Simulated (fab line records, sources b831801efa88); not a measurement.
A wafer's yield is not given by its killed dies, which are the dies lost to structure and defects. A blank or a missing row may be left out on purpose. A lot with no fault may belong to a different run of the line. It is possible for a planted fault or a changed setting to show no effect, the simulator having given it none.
Chamber matching / flow gf180mcu / GF_STI_CVD_23 on hdpcvd-01 has 3 sister chambers
The step deposits SiO2, target thk 650 nm, time 108.3 s. 16 wafers are shown with their chamber, then 7 later ones without.

## EACH WAFER AND ITS CHAMBER
wafer=L745.2; chamber=2; susceptor temp C (C)=599.80
wafer=L745.5; chamber=0; susceptor temp C (C)=600.17
wafer=L748.1; chamber=0; susceptor temp C (C)=600.16
wafer=L748.5; chamber=1; susceptor temp C (C)=599.95
wafer=L748.6; chamber=0; susceptor temp C (C)=600.31
wafer=L749.2; chamber=1; susceptor temp C (C)=600.02
wafer=L749.3; chamber=2; susceptor temp C (C)=599.93
wafer=L749.5; chamber=0; susceptor temp C (C)=600.13
wafer=L751.2; chamber=1; susceptor temp C (C)=600.27
wafer=L751.3; chamber=0; susceptor temp C (C)=600.06
wafer=L751.5; chamber=0; susceptor temp C (C)=599.93
wafer=L752.4; chamber=2; susceptor temp C (C)=599.99
wafer=L752.5; chamber=1; susceptor temp C (C)=599.85
wafer=L752.6; chamber=0; susceptor temp C (C)=600.01
wafer=L757.3; chamber=1; susceptor temp C (C)=599.71
wafer=L757.4; chamber=0; susceptor temp C (C)=599.96

SIGNATURES (averages over the wafers above)
reading=susceptor temp C; chamber 0=600.0912; chamber 1=599.9600; chamber 2=599.9067; scatter within a chamber=0.153
Rule: a wafer's distance from a chamber is the root of the sum, over the readings, of the square of ((its reading less the chamber's mean) divided by the reading's scatter). If the next closest chamber is less than 2 further off than the closest, the wafer can't be placed; otherwise it belongs to the closest. The scatter is the square root of a quotient: the sum, over the shown wafers, of each reading's squared deviation from its chamber's mean, divided by wafers minus chambers.

## WAFERS WITH NO CHAMBER GIVEN
wafer=L757.5; susceptor temp C (C)=600.46
wafer=L760.2; susceptor temp C (C)=599.55
wafer=L760.3; susceptor temp C (C)=599.31
wafer=L760.6; susceptor temp C (C)=600.02
wafer=L761.2; susceptor temp C (C)=600.43
wafer=L761.3; susceptor temp C (C)=599.67
wafer=L761.4; susceptor temp C (C)=600.10

## WHICH CHAMBER EACH ONE RAN IN
wafer=L757.5; from the rows above=can't be placed: 0 or 1 or 2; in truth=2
wafer=L760.2; from the rows above=can't be placed: 2 or 1 or 0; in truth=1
wafer=L760.3; from the rows above=can't be placed: 2 or 1 or 0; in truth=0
wafer=L760.6; from the rows above=can't be placed: 1 or 0 or 2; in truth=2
wafer=L761.2; from the rows above=can't be placed: 0 or 1 or 2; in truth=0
wafer=L761.3; from the rows above=can't be placed: 2 or 1 or 0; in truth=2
wafer=L761.4; from the rows above=can't be placed: 0 or 1 or 2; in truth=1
0 of 7 placed correctly. Unplaceable from these rows: 7, with the true chamber sitting among the candidates in 7. Wrongly placed: 0.
